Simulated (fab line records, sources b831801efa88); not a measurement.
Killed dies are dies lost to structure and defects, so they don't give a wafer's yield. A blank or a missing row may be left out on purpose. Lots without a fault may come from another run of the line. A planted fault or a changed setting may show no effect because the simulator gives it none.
fab line records | flow gf180mcu
record lots=5 wafers=15 last_day=34
route steps=602 shown M3@428 V3@429 M4@456
lots that met no fault: from a run of the same line without faults
start_h: hours from the record's first day to the start of the lot's first wafer shown | wait_h: hours since the lot's step before | " the same as in the row above | L1.1+2: a row that stands for several wafers | - no value, or no start given | * or withheld: withheld | < > ~ a bound
route shown NAME@n: a module of which the file shows steps, and the number in the route of the first | usual: mean/standard deviation of fault-free wafers | same: alike in all rows | chamber/n: place in a boat | sites: the reading at each site | _std_site: their standard deviation | _edge_site: outer sites' mean less inner sites' | radius_mm: how far each site lies from the wafer's centre | mask NAME#n: copy n | behind: the tool/chamber that last shaped the wafer | hold: why the lot was held/for how many hours/how that ended | device: the transistor (n, p or np) that didn't switch | end of line: the same wafers' tests at the end of the route | a step without rows: its recipe alone | killed: dies lost to structure and defects at the first sort, not the wafer's yield | map: a wafer's dies, x killed, . not, _ none there
set.NAME: the setting as run; set.NAME@STEP: as run at that earlier step | model.NAME: the simulator's own value behind a step, which no gauge read
lots at some steps of the route; a table a step, a row a wafer
services: from which hour (start_h, from the record's first day; less than 0 if before it) a tool's chamber was out of use, for how many hours, and why
## steps
# step GF_M3_CLEAN_19
# recipe chemistry=DIW dry=n2_spin
# columns lot.wafer tool chamber start_h wait_h
L075.1+3+5 wet_bench-02 1 483.39 0.0
L082.2+3+5 wet_bench-01 2 559.56 0.0
L085.1+2+3 wet_bench-02 2 595.39 0.0
L088.1+4+5 wet_bench-02 1 614.42 0.0
L094.1+4+5 wet_bench-04 0 656.14 0.0
# step GF_V3_CVD_00
# recipe material=SiO2 target_thk_nm=600 sigma_open_frac=0.3 temp_c=400 time_s=100 sih4_flow_sccm=60 pressure_mtorr=6
# columns lot.wafer tool chamber start_h wait_h
L075.1+3+5 hdpcvd-02 0,1,2 483.49 0.0
L082.2+3+5 hdpcvd-02 1,2,0 559.65 0.0
L085.1+2+3 hdpcvd-01 1,0,2 595.48 0.0
L088.1+4+5 hdpcvd-02 1,0,1 614.51 0.0
L094.1+4+5 hdpcvd-02 0,2,1 656.23 0.0
# step GF_V3_THK_MEAS_01
# recipe reads=SiO2_of_V3_CVD_00
# usual V3_CVD_00_THK=600/7.6
# columns lot.wafer tool chamber start_h wait_h V3_CVD_00_THK[nm]
L075.1 film_metro-03 - 483.56 0.0 599
L075.3 " - " " 591
L075.5 " - " " 596
L082.2 film_metro-03 - 559.73 0.0 601
L082.3 " - " " 611
L082.5 " - " " 612
L085.1 film_metro-02 - 595.55 0.0 591
L085.2 " - " " 600
L085.3 " - " " 609
L088.1 film_metro-03 - 614.59 0.0 599
L088.4 " - " " 607
L088.5 " - " " 592
L094.1 film_metro-02 - 656.30 0.0 604
L094.4 " - " " 607
L094.5 " - " " 596
# step GF_V3_CVD_02
# recipe material=SiO2 target_thk_nm=850 precursor=TEOS temp_c=400 time_s=94.851 rf_w=600
# usual heater_power_w=668/87 rf_fwd_power_W=596.3/2
# columns lot.wafer tool chamber start_h wait_h heater_power_w rf_fwd_power_W since_wet_clean_h
L075.1 pecvd-03 1 483.62 0.1 589 598.0 726
L075.3 " 0 " " 842 593.2 726
L075.5 " 2 " " 805 597.9 -
L082.2 pecvd-02 2 559.78 0.0 702 595.1 385
L082.3 " 1 " " 677 595.7 385
L082.5 " 1 " " 545 595.5 -
L085.1 pecvd-02 0 595.61 0.1 651 596.6 421
L085.2 " 1 " " 589 599.8 421
L085.3 " 2 " " 660 596.1 421
L088.1 pecvd-03 1 614.65 0.1 651 594.3 10
L088.4 " 0 " " 762 595.0 -
L088.5 " 1 " " 694 594.8 -
L094.1 pecvd-03 0 656.36 0.1 722 593.3 51
L094.4 " 0 " " 786 597.3 -
L094.5 " 2 " " 814 592.5 -
# step GF_V3_THK_MEAS_03
# recipe reads=SiO2_of_V3_CVD_02
# usual V3_CVD_02_THK=852/9.9
# columns lot.wafer tool chamber start_h wait_h V3_CVD_02_THK[nm]
L075.1 film_metro-04 - 483.69 0.0 840
L075.3 " - " " 834
L075.5 " - " " 860
L082.2 film_metro-04 - 559.86 0.0 846
L082.3 " - " " 841
L082.5 " - " " 868
L085.1 film_metro-04 - 595.68 0.0 840
L085.2 " - " " 838
L085.3 " - " " 843
L088.1 film_metro-02 - 614.72 0.0 842
L088.4 " - " " 847
L088.5 " - " " 862
L094.1 film_metro-03 - 656.43 0.0 841
L094.4 " - " " 843
L094.5 " - " " 846
# step GF_V3_CMP_04
# recipe material=SiO2 down_force_psi=4 platen_rpm=60 pad_velocity_m_s=0.94248
# usual motor_current_A=11.6/1 time_to_endpoint_s=81/4.7
# columns lot.wafer tool chamber start_h wait_h motor_current_A time_to_endpoint_s
L075.3 cmp-01 3 483.80 0.1 10.4 75
L075.1 " 1 " " 12.5 78
L075.5 " 3 " " 10.9 83
L082.3 cmp-01 3 559.96 0.1 11.1 75
L082.2 " 1 " " 12.6 75
L082.5 " 2 " " 12.7 86
L085.3 cmp-01 0 595.74 0.0 10.7 75
L085.2 " 1 " " 12.6 78
L085.1 " 2 " " 12.8 79
L088.1 cmp-02 0 614.78 0.1 12.4 78
L088.4 " 3 " " 11.5 78
L088.5 " 1 " " 12.2 90
L094.1 cmp-01 1 656.59 0.1 11.9 81
L094.4 " 2 " " 12.4 81
L094.5 " 3 " " 10.7 79
# step GF_V3_BOW_MEAS_05
# recipe mode=bow
# usual V3_BOW=117/9.2
# columns lot.wafer tool chamber start_h wait_h V3_BOW[um]
L075.1 film_metro-02 - 484.05 0.1 122
L075.3 " - " " 135
L075.5 " - " " 121
L082.2 film_metro-02 - 560.23 0.1 117
L082.3 " - " " 116
L082.5 " - " " 119
L085.1 film_metro-02 - 596.04 0.1 111
L085.2 " - " " 119
L085.3 " - " " 121
L088.1 film_metro-04 - 615.08 0.2 120
L088.4 " - " " 120
L088.5 " - " " 121
L094.1 film_metro-04 - 656.79 0.1 113
L094.4 " - " " 107
L094.5 " - " " 105
# step GF_V3_DEHYDRATE_06
# recipe temp_c=200 time_s=60
# usual heater_power_total_W=160.37/0.12 plate_temp_C=200.00/0.17
# columns lot.wafer tool chamber start_h wait_h heater_power_total_W plate_temp_C
L075.1 litho_track-03 0 495.31 11.2 160.34 199.95
L075.3 " 0 " " 160.46 199.89
L075.5 " 0 " " 160.43 200.02
L082.2 litho_track-01 0 570.73 10.5 160.41 200.17
L082.3 " 0 " " 160.23 200.07
L082.5 " 0 " " 160.28 199.97
L085.1 litho_track-03 0 606.21 10.2 160.48 200.15
L085.2 " 0 " " 160.41 199.77
L085.3 " 0 " " 160.38 199.84
L088.1 litho_track-03 0 625.01 9.9 160.24 199.79
L088.4 " 0 " " 160.36 199.99
L088.5 " 0 " " 160.45 199.86
L094.1 litho_track-03 0 665.61 8.8 160.39 199.71
L094.4 " 0 " " 160.56 199.90
L094.5 " 0 " " 160.27 199.70
# step GF_V3_HMDS_07
# recipe prime_time_s=60 prime_temp_c=120
# columns lot.wafer tool chamber start_h wait_h
L075.1+3+5 litho_track-03 0 495.46 0.1
L082.2+3+5 litho_track-01 0 570.88 0.1
L085.1+2+3 litho_track-03 0 606.36 0.1
L088.1+4+5 litho_track-03 0 625.16 0.1
L094.1+4+5 litho_track-03 0 665.76 0.1
# step GF_V3_COAT_08
# recipe resist=BARC temp_c=withheld time_s=withheld spin_rpm=withheld resist_thk_nm=withheld
# columns lot.wafer tool chamber start_h wait_h
L075.1+3+5 litho_track-03 0 495.61 0.1
L082.2+3+5 litho_track-01 0 571.03 0.1
L085.1+2+3 litho_track-03 0 606.51 0.1
L088.1+4+5 litho_track-03 0 625.31 0.1
L094.1+4+5 litho_track-03 0 665.91 0.1
# step GF_V3_COAT_09
# recipe resist=KrF spin_rpm=withheld resist_thk_nm=1000
# columns lot.wafer tool chamber start_h wait_h
L075.1+3+5 litho_track-03 0 - -
L082.2+3+5 litho_track-01 0 - -
L085.1+2+3 litho_track-03 0 - -
L088.1+4+5 litho_track-03 0 - -
L094.1+4+5 litho_track-03 0 - -
# step GF_V3_SOFTBAKE_10
# recipe temp_c=130 time_s=60 resist=KrF
# usual heater_power_total_W=93.06/0.054 plate_temp_C=130.01/0.15
# columns lot.wafer tool chamber start_h wait_h heater_power_total_W plate_temp_C
L075.1 litho_track-03 0 - - 93.08 130.25
L075.3 " 0 " " 93.09 130.04
L075.5 " 0 " " 93.13 130.17
L082.2 litho_track-01 0 - - 93.03 130.09
L082.3 " 0 " " 93.04 130.07
L082.5 " 0 " " 93.13 130.05
L085.1 litho_track-03 0 - - 93.06 129.85
L085.2 " 0 " " 93.04 129.90
L085.3 " 0 " " 93.00 130.06
L088.1 litho_track-03 0 - - 93.03 129.91
L088.4 " 0 " " 93.05 130.13
L088.5 " 0 " " 93.10 129.84
L094.1 litho_track-03 0 - - 93.13 130.03
L094.4 " 0 " " 93.13 130.17
L094.5 " 0 " " 93.13 129.95
# step GF_V3_EXPOSE_11
# recipe mask_id=Via3 target_cd_nm=260 na=0.68 source_shape=conventional sigma_outer=0.6 dose_mj=38
# columns lot.wafer tool chamber start_h wait_h mask
L075.1+3+5 krf_scanner-01 0 - - Via3#0
L082.2+3+5 krf_scanner-02 0 - - Via3#0
L085.1+2+3 krf_scanner-02 0 - - Via3#0
L088.1+4+5 krf_scanner-01 0 - - Via3#0
L094.1+4+5 krf_scanner-01 0 - - Via3#0
# step GF_V3_PEB_12
# recipe peb_temp_c=135 peb_time_s=90 resist=KrF
# usual heater_power_total_W=85.71/0.081 plate_temp_C=134.98/0.14
# columns lot.wafer tool chamber start_h wait_h heater_power_total_W plate_temp_C
L075.1 litho_track-03 0 - - 85.81 135.20
L075.3 " 0 " " 85.64 134.94
L075.5 " 0 " " 85.75 135.34
L082.2 litho_track-04 0 - - 85.79 134.76
L082.3 " 0 " " 85.74 135.08
L082.5 " 0 " " 85.57 134.82
L085.1 litho_track-03 0 - - 85.75 135.05
L085.2 " 0 " " 85.80 135.09
L085.3 " 0 " " 85.72 135.31
L088.1 litho_track-01 0 - - 85.78 135.08
L088.4 " 0 " " 85.58 135.01
L088.5 " 0 " " 85.76 135.01
L094.1 litho_track-01 0 - - 85.75 135.04
L094.4 " 0 " " 85.72 134.98
L094.5 " 0 " " 85.64 134.98
# step GF_V3_DEVELOP_13
# recipe develop_time_s=60 resist=KrF dev_temp_c=21
# columns lot.wafer tool chamber start_h wait_h
L075.1+3+5 litho_track-03 0 507.56 0.2
L082.2+3+5 litho_track-04 0 582.39 0.2
L085.1+2+3 litho_track-03 0 616.81 0.2
L088.1+4+5 litho_track-01 0 635.16 0.2
L094.1+4+5 litho_track-01 0 675.81 0.2
# step GF_V3_CD_MEAS_14
# recipe target_cd_nm=260
# usual cd_nm=260.1/1.4
# columns lot.wafer tool chamber start_h wait_h cd_nm
L075.1 cd_sem-01 - 507.71 0.1 259.3
L075.3 " - " " 260.7
L075.5 " - " " 259.9
L082.2 cd_sem-01 - 582.54 0.1 259.3
L082.3 " - " " 260.1
L082.5 " - " " 259.9
L085.1 cd_sem-01 - 616.96 0.1 257.9
L085.2 " - " " 258.8
L085.3 " - " " 258.2
L088.1 cd_sem-02 - 635.31 0.1 259.4
L088.4 " - " " 258.7
L088.5 " - " " 258.4
L094.1 cd_sem-02 - 675.96 0.1 262.5
L094.4 " - " " 262.1
L094.5 " - " " 261.4
# step GF_V3_OVL_MEAS_15
# usual V3_OVL=-1/6
# columns lot.wafer tool chamber start_h wait_h V3_OVL[nm]
L075.1 overlay-01 - 507.83 0.1 -9
L075.3 " - " " -8
L075.5 " - " " -8
L082.2 overlay-01 - 582.64 0.1 -2
L082.3 " - " " -5
L082.5 " - " " -4
L085.1 overlay-01 - 617.08 0.1 -11
L085.2 " - " " -12
L085.3 " - " " -6
L088.1 overlay-02 - 635.43 0.1 -1
L088.4 " - " " -11
L088.5 " - " " 0
L094.1 overlay-01 - 676.08 0.1 -5
L094.4 " - " " -8
L094.5 " - " " 3
# step GF_V3_ETCH_16
# recipe chemistry=N2/H2 target_depth_a=withheld overetch_a=withheld time_s=withheld target=BARC ion_energy_ev=200 source_w=500 bias_w=100 pressure_mtorr=30 n2_flow_sccm=100 h2_flow_sccm=200
# usual drypump_motor_current_A=5.6/0.44 h2_flow_sccm=200.0/0.62 oes_product_au=0.855/0.005 rf_fwd_power_W=495.8/1.7 throttle_valve_pct=13.225/0.0094
# columns lot.wafer tool chamber start_h wait_h drypump_motor_current_A h2_flow_sccm oes_product_au rf_fwd_power_W throttle_valve_pct
L075.1 rie_diel-01 3 507.87 0.0 6.2 200.6 0.852 495.3 13.225
L075.3 " 2 " " 5.4 199.5 0.858 496.7 13.199
L075.5 " 2 " " 5.4 199.1 0.863 493.1 13.221
L082.2 rie_diel-03 3 582.67 0.0 5.9 198.6 0.850 494.9 13.227
L082.3 " 2 " " 5.6 200.3 0.856 498.2 13.232
L082.5 " 3 " " 5.9 199.1 0.854 496.4 13.227
L085.1 rie_diel-01 3 617.12 0.0 6.2 200.9 0.849 495.1 13.227
L085.2 " 0 " " 6.3 200.3 0.849 496.9 13.227
L085.3 " 1 " " 4.9 200.5 0.864 492.4 13.220
L088.1 rie_diel-03 0 635.46 0.0 5.6 200.7 0.860 495.9 13.228
L088.4 " 3 " " 5.9 201.1 0.857 494.4 13.215
L088.5 " 2 " " 5.6 200.1 0.859 499.7 13.214
L094.1 rie_diel-03 3 676.11 0.0 5.9 199.3 0.853 495.0 13.229
L094.4 " 0 " " 5.5 201.7 0.850 497.1 13.232
L094.5 " 2 " " 5.7 199.3 0.847 493.3 13.237
# step GF_V3_ETCH_17
# recipe chemistry=C4F8/O2/Ar mask_material=KrF target=SiO2 stop_on=TiN source_w=1500 bias_w=1200 pressure_mtorr=40 c4f8_flow_sccm=withheld O2_flow_sccm=6 Ar_flow_sccm=300 time_s=withheld target_depth_a=6350
# usual oes_product_au=0.855/0.0045 rf_fwd_power_W=1494/4.8
# columns lot.wafer tool chamber start_h wait_h oes_product_au rf_fwd_power_W
L075.1 rie_diel-01 3 - - 0.856 1488
L075.3 " 2 " " 0.857 1497
L075.5 " 2 " " 0.854 1498
L082.2 rie_diel-03 3 - - 0.857 1493
L082.3 " 2 " " 0.855 1491
L082.5 " 3 " " 0.858 1490
L085.1 rie_diel-01 3 - - 0.858 1504
L085.2 " 0 " " 0.853 1488
L085.3 " 1 " " 0.854 1503
L088.1 rie_diel-03 0 - - 0.852 1488
L088.4 " 3 " " 0.856 1499
L088.5 " 2 " " 0.860 1498
L094.1 rie_diel-03 3 - - 0.851 1491
L094.4 " 0 " " 0.849 1494
L094.5 " 2 " " 0.852 1498
# step GF_V3_STRIP_18
# recipe chemistry=O2/N2 power_w=1400 pressure_mtorr=1500 platen_temp_c=250 o2_flow_sccm=3000 n2_flow_sccm=300 overash_fraction=0.5
# usual drypump_motor_current_A=5.4/0.41 heater_power_w=341/24 oes_product_au=0.591/0.0046
# same overash_fraction=0.5
# columns lot.wafer tool chamber start_h wait_h drypump_motor_current_A heater_power_w oes_product_au rf_hours_counter_h
L075.1 plasma_asher-01 1 508.00 - 5.3 331 0.593 87
L075.3 " 0 " " 5.7 386 0.583 -
L075.5 " 0 " " 5.7 384 0.599 -
L082.2 plasma_asher-02 0 582.80 - 4.8 314 0.594 80
L082.3 " 0 " " 4.8 314 0.591 -
L082.5 " 1 " " 5.6 342 0.586 -
L085.1 plasma_asher-01 0 617.24 - 5.7 375 0.589 95
L085.2 " 1 " " 5.3 325 0.595 95
L085.3 " 1 " " 5.2 333 0.597 -
L088.1 plasma_asher-03 0 635.59 - 5.9 328 0.594 23
L088.4 " 1 " " 6.0 359 0.592 -
L088.5 " 1 " " 6.0 349 0.595 -
L094.1 plasma_asher-01 1 676.24 - 5.2 325 0.600 101
L094.4 " 1 " " 5.2 332 0.595 -
L094.5 " 0 " " 5.6 390 0.598 -
# step GF_V3_STRIP_19
# recipe chemistry=post_etch_residue_remover time_s=1200 temp_c=72.5
# columns lot.wafer tool chamber start_h wait_h
L075.1+3+5 wet_bench-04 3 508.10 0.1
L082.2+3+5 wet_bench-01 3 582.90 0.1
L085.1+2+3 wet_bench-01 2 617.34 0.1
L088.1+4+5 wet_bench-04 0 635.69 0.1
L094.1+4+5 wet_bench-04 0 676.34 0.1
# step GF_V3_CLEAN_20
# recipe chemistry=DIW dry=n2_spin
# columns lot.wafer tool chamber start_h wait_h
L075.1+3+5 wet_bench-01 1 508.44 0.0
L082.2+3+5 wet_bench-03 0 583.27 0.0
L085.1+2+3 wet_bench-04 2 617.69 0.0
L088.1+4+5 wet_bench-03 1 636.03 0.0
L094.1+4+5 wet_bench-04 1 676.68 0.0
# step GF_V3_SPUTTER_21
# recipe material=Ti target_thk_nm=15 chamber_pressure_pa=5 power_w=2500 substrate_temp_c=200 time_s=80.02
# usual throttle_valve_pct=29.6/0.78
# columns lot.wafer tool chamber start_h wait_h throttle_valve_pct
L075.1 pvd_sputter-03 - 508.53 0.0 28.9
L075.3 " - " " 29.0
L075.5 " - " " 30.3
L082.2 pvd_sputter-04 - 583.37 0.0 29.1
L082.3 " - " " 29.3
L082.5 " - " " 28.5
L085.1 pvd_sputter-03 - 617.80 0.0 28.8
L085.2 " - " " 28.8
L085.3 " - " " 30.7
L088.1 pvd_sputter-04 - 636.12 0.0 28.5
L088.4 " - " " 29.1
L088.5 " - " " 29.0
L094.1 pvd_sputter-02 - 676.77 0.0 30.8
L094.4 " - " " 29.5
L094.5 " - " " 30.7
# step GF_V3_SPUTTER_22
# recipe material=TiN target_thk_nm=10 chamber_pressure_pa=5 power_w=4000 time_s=40
# usual throttle_valve_pct=29.6/0.79
# columns lot.wafer tool chamber start_h wait_h throttle_valve_pct
L075.1 pvd_sputter-03 - 508.59 0.0 28.9
L075.3 " - " " 28.9
L075.5 " - " " 30.6
L082.2 pvd_sputter-04 - 583.43 0.0 29.3
L082.3 " - " " 29.0
L082.5 " - " " 28.9
L085.1 pvd_sputter-03 - 617.86 0.0 29.2
L085.2 " - " " 29.1
L085.3 " - " " 30.4
L088.1 pvd_sputter-04 - 636.19 0.0 28.7
L088.4 " - " " 28.9
L088.5 " - " " 29.0
L094.1 pvd_sputter-02 - 676.84 0.0 30.9
L094.4 " - " " 29.6
L094.5 " - " " 30.7
# step GF_V3_CVD_23
# recipe material=W target_thk_nm=350 time_s=104.9 temp_c=400 pressure_torr=40
# usual heater_power_w=898/49
# columns lot.wafer tool chamber start_h wait_h heater_power_w since_wet_clean_h
L075.1 cvd_w-02 0 508.63 0.0 824 605
L075.3 " 0 " " 821 -
L075.5 " 1 " " 967 -
L082.2 cvd_w-01 0 583.47 0.0 869 179
L082.3 " 1 " " 922 -
L082.5 " 1 " " 952 -
L085.1 cvd_w-02 0 617.90 0.0 820 714
L085.2 " 1 " " 985 714
L085.3 " 1 " " 962 -
L088.1 cvd_w-01 1 636.22 0.0 925 232
L088.4 " 0 " " 879 -
L088.5 " 0 " " 873 -
L094.1 cvd_w-01 1 676.87 0.0 931 273
L094.4 " 1 " " 916 -
L094.5 " 0 " " 887 -
# step GF_V3_RS_MEAS_24
# recipe thk_meas_gauge=four-point-probe reads=W_of_V3_CVD_23+TiN_of_V3_SPUTTER_22+Ti_of_V3_SPUTTER_21
# usual V3_W_RS=0.3269/0.0027
# columns lot.wafer tool chamber start_h wait_h V3_W_RS[ohm/sq]
L075.1 film_metro-02 - 508.74 0.1 0.3240
L075.3 " - " " 0.3280
L075.5 " - " " 0.3310
L082.2 film_metro-03 - 583.60 0.1 0.3256
L082.3 " - " " 0.3259
L082.5 " - " " 0.3267
L085.1 film_metro-03 - 618.01 0.1 0.3322
L085.2 " - " " 0.3331
L085.3 " - " " 0.3337
L088.1 film_metro-02 - 636.34 0.1 0.3251
L088.4 " - " " 0.3225
L088.5 " - " " 0.3270
L094.1 film_metro-02 - 676.99 0.1 0.3305
L094.4 " - " " 0.3279
L094.5 " - " " 0.3256
# step GF_V3_THK_MEAS_25
# recipe thk_meas_gauge=xrf reads=W_of_V3_CVD_23
# usual V3_W_THK=359/4.5
# columns lot.wafer tool chamber start_h wait_h V3_W_THK[nm]
L075.1 film_metro-02 - 508.86 0.1 363
L075.3 " - " " 358
L075.5 " - " " 355
L082.2 film_metro-03 - 583.71 0.1 360
L082.3 " - " " 364
L082.5 " - " " 360
L085.1 film_metro-03 - 618.13 0.1 351
L085.2 " - " " 352
L085.3 " - " " 351
L088.1 film_metro-02 - 636.46 0.1 363
L088.4 " - " " 367
L088.5 " - " " 363
L094.1 film_metro-02 - 677.11 0.1 356
L094.4 " - " " 358
L094.5 " - " " 362
# step GF_V3_CMP_26
# recipe stop_on=SiO2 down_force_psi=3.5 platen_rpm=60 t_overpolish_s=15 target_thk_nm=0 pad_velocity_m_s=0.94248
# usual motor_current_A=10.6/0.93 overpolish_run_s=15.001/0.0094 time_to_endpoint_s=85/3.7
# columns lot.wafer tool chamber start_h wait_h motor_current_A overpolish_run_s time_to_endpoint_s
L075.1 cmp-01 1 508.97 0.1 11.7 14.994 85
L075.3 " 2 " " 11.6 15.002 82
L075.5 " 1 " " 11.4 14.998 78
L082.2 cmp-02 2 583.76 0.0 9.6 14.989 87
L082.3 " 3 " " 9.9 15.010 86
L082.5 " 2 " " 9.0 14.994 87
L085.3 cmp-02 0 618.19 0.0 11.1 14.999 79
L085.1 " 1 " " 12.4 14.995 83
L085.2 " 2 " " 9.5 15.006 84
L088.1 cmp-01 2 636.62 0.1 11.4 14.989 88
L088.4 " 3 " " 9.8 15.013 89
L088.5 " 1 " " 11.5 14.996 84
L094.1 cmp-02 3 677.17 0.1 10.4 15.005 87
L094.4 " 0 " " 10.5 15.007 90
L094.5 " 3 " " 9.6 15.012 88
# step GF_M4_SPUTTER_00
# recipe material=Ti target_thk_nm=37.5 arriving_ion_energy_ev=80 substrate_temp_c=200 chamber_pressure_pa=2 power_w=4000 time_s=150
# usual throttle_valve_pct=29.7/1.2
# columns lot.wafer tool chamber start_h wait_h throttle_valve_pct
L075.1 pvd_sputter-02 - 509.22 0.2 29.8
L075.3 " - " " 30.9
L075.5 " - " " 29.7
L082.2 pvd_sputter-02 - 584.06 0.2 30.0
L082.3 " - " " 29.5
L082.5 " - " " 30.6
L085.1 pvd_sputter-01 - 618.49 0.2 30.8
L085.2 " - " " 27.1
L085.3 " - " " 32.5
L088.1 pvd_sputter-03 - 636.82 0.1 28.6
L088.4 " - " " 29.1
L088.5 " - " " 28.6
L094.1 pvd_sputter-03 - 677.47 0.2 30.5
L094.4 " - " " 28.6
L094.5 " - " " 28.5
# step GF_M4_SPUTTER_01
# recipe material=TiN target_thk_nm=30 power_w=6500 time_s=25 chamber_pressure_pa=0.4
# usual throttle_valve_pct=29.7/1.2
# columns lot.wafer tool chamber start_h wait_h throttle_valve_pct
L075.1 pvd_sputter-02 - 509.32 0.1 30.0
L075.3 " - " " 30.8
L075.5 " - " " 29.9
L082.2 pvd_sputter-02 - 584.16 0.1 30.2
L082.3 " - " " 29.3
L082.5 " - " " 30.9
L085.1 pvd_sputter-01 - 618.59 0.1 30.8
L085.2 " - " " 26.7
L085.3 " - " " 32.4
L088.1 pvd_sputter-03 - 636.93 0.1 28.6
L088.4 " - " " 28.9
L088.5 " - " " 28.9
L094.1 pvd_sputter-03 - 677.57 0.1 30.8
L094.4 " - " " 28.6
L094.5 " - " " 29.1
# step GF_M4_SPUTTER_02
# recipe material=AlCu target_thk_nm=450 power_w=10600 time_s=23.9 chamber_pressure_pa=0.4
# usual throttle_valve_pct=29.7/1.2
# columns lot.wafer tool chamber start_h wait_h throttle_valve_pct
L075.1 pvd_sputter-02 - 509.35 0.0 29.7
L075.3 " - " " 31.1
L075.5 " - " " 29.4
L082.2 pvd_sputter-02 - 584.19 0.0 29.8
L082.3 " - " " 29.6
L082.5 " - " " 31.0
L085.1 pvd_sputter-01 - 618.62 0.0 30.7
L085.2 " - " " 27.2
L085.3 " - " " 32.6
L088.1 pvd_sputter-03 - 636.96 0.0 29.0
L088.4 " - " " 29.3
L088.5 " - " " 28.8
L094.1 pvd_sputter-03 - 677.60 0.0 30.7
L094.4 " - " " 28.8
L094.5 " - " " 28.5
# step GF_M4_SPUTTER_03
# recipe material=Ti target_thk_nm=10 substrate_temp_c=300 chamber_pressure_pa=0.3 power_w=3000 time_s=6.7
# usual throttle_valve_pct=29.7/1.2
# columns lot.wafer tool chamber start_h wait_h throttle_valve_pct
L075.1 pvd_sputter-02 - 509.38 0.0 29.8
L075.3 " - " " 31.1
L075.5 " - " " 29.4
L082.2 pvd_sputter-02 - 584.22 0.0 30.3
L082.3 " - " " 29.7
L082.5 " - " " 30.9
L085.1 pvd_sputter-01 - 618.65 0.0 30.9
L085.2 " - " " 26.7
L085.3 " - " " 32.1
L088.1 pvd_sputter-03 - 637.00 0.0 28.8
L088.4 " - " " 29.0
L088.5 " - " " 28.9
L094.1 pvd_sputter-03 - 677.63 0.0 30.7
L094.4 " - " " 28.7
L094.5 " - " " 28.7
# step GF_M4_SPUTTER_04
# recipe material=TiN target_thk_nm=50 power_w=6500 time_s=41.7 chamber_pressure_pa=0.4
# usual throttle_valve_pct=29.7/1.2
# columns lot.wafer tool chamber start_h wait_h throttle_valve_pct
L075.1 pvd_sputter-02 - 509.40 0.0 29.6
L075.3 " - " " 30.8
L075.5 " - " " 29.5
L082.2 pvd_sputter-02 - 584.24 0.0 30.1
L082.3 " - " " 29.3
L082.5 " - " " 31.0
L085.1 pvd_sputter-01 - 618.67 0.0 30.8
L085.2 " - " " 26.8
L085.3 " - " " 32.4
L088.1 pvd_sputter-03 - 637.02 0.0 28.6
L088.4 " - " " 29.0
L088.5 " - " " 28.7
L094.1 pvd_sputter-03 - 677.65 0.0 30.5
L094.4 " - " " 28.5
L094.5 " - " " 28.6
# step GF_M4_RS_MEAS_05
# recipe thk_meas_gauge=four-point-probe reads=TiN_of_M4_SPUTTER_04+Ti_of_M4_SPUTTER_03+AlCu_of_M4_SPUTTER_02+TiN_of_M4_SPUTTER_01+Ti_of_M4_SPUTTER_00
# usual M4_ALCU_RS=0.0697/0.00067
# columns lot.wafer tool chamber start_h wait_h M4_ALCU_RS[ohm/sq]
L075.1 film_metro-02 - 509.44 0.0 0.0693
L075.3 " - " " 0.0700
L075.5 " - " " 0.0704
L082.2 film_metro-01 - 584.30 0.0 0.0685
L082.3 " - " " 0.0693
L082.5 " - " " 0.0688
L085.1 film_metro-04 - 618.71 0.0 0.0684
L085.2 " - " " 0.0686
L085.3 " - " " 0.0691
L088.1 film_metro-02 - 637.07 0.0 0.0689
L088.4 " - " " 0.0693
L088.5 " - " " 0.0687
L094.1 film_metro-02 - 677.69 0.0 0.0696
L094.4 " - " " 0.0699
L094.5 " - " " 0.0697
# step GF_M4_THK_MEAS_06
# recipe thk_meas_gauge=xrf reads=AlCu_of_M4_SPUTTER_02
# usual M4_ALCU_THK=450/4.7
# columns lot.wafer tool chamber start_h wait_h M4_ALCU_THK[nm]
L075.1 film_metro-02 - 509.56 0.1 451
L075.3 " - " " 446
L075.5 " - " " 445
L082.2 film_metro-01 - 584.41 0.1 458
L082.3 " - " " 452
L082.5 " - " " 458
L085.1 film_metro-04 - 618.83 0.1 457
L085.2 " - " " 459
L085.3 " - " " 458
L088.1 film_metro-02 - 637.19 0.1 455
L088.4 " - " " 452
L088.5 " - " " 457
L094.1 film_metro-02 - 677.81 0.1 448
L094.4 " - " " 446
L094.5 " - " " 449
# step GF_M4_DEHYDRATE_07
# recipe temp_c=200 time_s=60
# usual heater_power_total_W=160.38/0.11 plate_temp_C=200.02/0.15
# columns lot.wafer tool chamber start_h wait_h heater_power_total_W plate_temp_C
L075.1 litho_track-01 0 520.31 10.7 160.45 199.99
L075.3 " 0 " " 160.43 200.01
L075.5 " 0 " " 160.23 200.23
L082.2 litho_track-02 0 594.68 10.3 160.56 200.17
L082.3 " 0 " " 160.37 199.97
L082.5 " 0 " " 160.27 200.03
L085.1 litho_track-02 0 628.81 10.0 160.23 200.18
L085.2 " 0 " " 160.38 200.02
L085.3 " 0 " " 160.53 200.18
L088.1 litho_track-01 0 647.16 10.0 160.37 200.15
L088.4 " 0 " " 160.46 199.99
L088.5 " 0 " " 160.24 200.10
L094.1 litho_track-02 0 686.61 8.8 160.40 199.94
L094.4 " 0 " " 160.48 199.86
L094.5 " 0 " " 160.45 199.98
# step GF_M4_HMDS_08
# recipe prime_time_s=60 prime_temp_c=120
# columns lot.wafer tool chamber start_h wait_h
L075.1+3+5 litho_track-01 0 520.46 0.1
L082.2+3+5 litho_track-02 0 594.83 0.1
L085.1+2+3 litho_track-02 0 628.96 0.1
L088.1+4+5 litho_track-01 0 647.31 0.1
L094.1+4+5 litho_track-02 0 686.76 0.1
# step GF_M4_COAT_09
# recipe resist=KrF spin_rpm=withheld resist_thk_nm=1000
# columns lot.wafer tool chamber start_h wait_h
L075.1+3+5 litho_track-01 0 520.61 0.1
L082.2+3+5 litho_track-02 0 594.98 0.1
L085.1+2+3 litho_track-02 0 629.11 0.1
L088.1+4+5 litho_track-01 0 647.46 0.1
L094.1+4+5 litho_track-02 0 686.91 0.1
## services
# columns tool chamber start_h hours kind
plasma_asher-01 - 462.37 22.5 repair
cmp-01 - 464.25 0.2 repair
rie_diel-03 - 469.02 2.8 pm
krf_scanner-01 - 471.07 1.3 pm
rie_diel-03 1 487.80 9.0 repair
rie_diel-01 1 498.70 8.6 repair
cmp-02 - 499.16 1.8 repair
pvd_sputter-04 - 500.71 2.5 repair
cmp-01 - 509.99 1.8 repair
hdpcvd-02 - 515.53 28.1 pm
pvd_sputter-04 - 520.86 3.5 repair
rie_diel-01 1 521.40 4.0 repair
cmp-02 - 537.79 0.9 repair
hdpcvd-02 - 543.63 15.0 pm
cmp-01 - 557.79 1.4 repair
rie_diel-01 2 569.72 16.8 repair
cmp-01 - 572.15 4.0 pm
rie_diel-01 2 602.12 3.3 repair
rie_diel-01 2 616.85 13.5 repair
rie_diel-03 - 643.55 0.5 repair
cmp-02 - 656.90 0.6 repair
cmp-01 - 658.91 1.4 repair
rie_diel-01 3 670.85 9.6 repair
rie_diel-01 1 680.33 12.6 repair
## key
fault none
